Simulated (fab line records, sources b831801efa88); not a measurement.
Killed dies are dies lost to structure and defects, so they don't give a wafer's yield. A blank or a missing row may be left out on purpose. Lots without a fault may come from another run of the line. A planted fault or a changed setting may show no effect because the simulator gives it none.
Chamber matching | flow sky130 | SKY_CAP2M_CVD_00 on pecvd-03: 3 sister chambers
The step deposits SiO2, target thk 15.5 nm. 6 wafers are shown with their chamber, then 12 later ones without.

WAFERS WITH THEIR CHAMBER
wafer  | chamber | heater_power_w (W)
L083.1 | 0       | 712
L083.4 | 2       | 581
L083.5 | 0       | 739
L086.3 | 1       | 672
L086.5 | 2       | 613
L086.6 | 1       | 690

WAFERS WITHOUT THEIR CHAMBER
wafer  | heater_power_w (W)
L088.2 | 688
L088.3 | 698
L088.5 | 740
L090.1 | 642
L090.2 | 535
L090.5 | 650
L093.1 | 666
L093.2 | 613
L093.6 | 624
L095.1 | 724
L095.4 | 770
L095.6 | 608

WHICH CHAMBER EACH WENT THROUGH
wafer  | from the rows above     | in truth
L088.2 | can't be placed: 1 or 0 | 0
L088.3 | can't be placed: 1 or 0 | 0
L088.5 | 0                       | 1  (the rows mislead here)
L090.1 | can't be placed: 1 or 2 | 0
L090.2 | 2                       | 2
L090.5 | can't be placed: 1 or 2 | 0
L093.1 | 1                       | 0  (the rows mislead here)
L093.2 | 2                       | 2
L093.6 | can't be placed: 2 or 1 | 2
L095.1 | 0                       | 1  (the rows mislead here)
L095.4 | 0                       | 0
L095.6 | 2                       | 2
Placed correctly: 4 of 12. Can't be placed from these rows: 5 (the true chamber is among the candidates in 3). Placed wrongly: 3.
How it was worked out, from the rows above alone: a wafer's distance from a chamber is the root of the sum, over the readings, of the square of ((its reading less the chamber's mean) divided by the reading's scatter). The wafer belongs to the nearest chamber; if the next one is less than 2 further off, it can't be placed. A chamber's mean is the mean of its shown wafers. The scatter: the root of (the sum of the squares of (reading less its chamber's mean) over the shown wafers, divided by (wafers less chambers)).
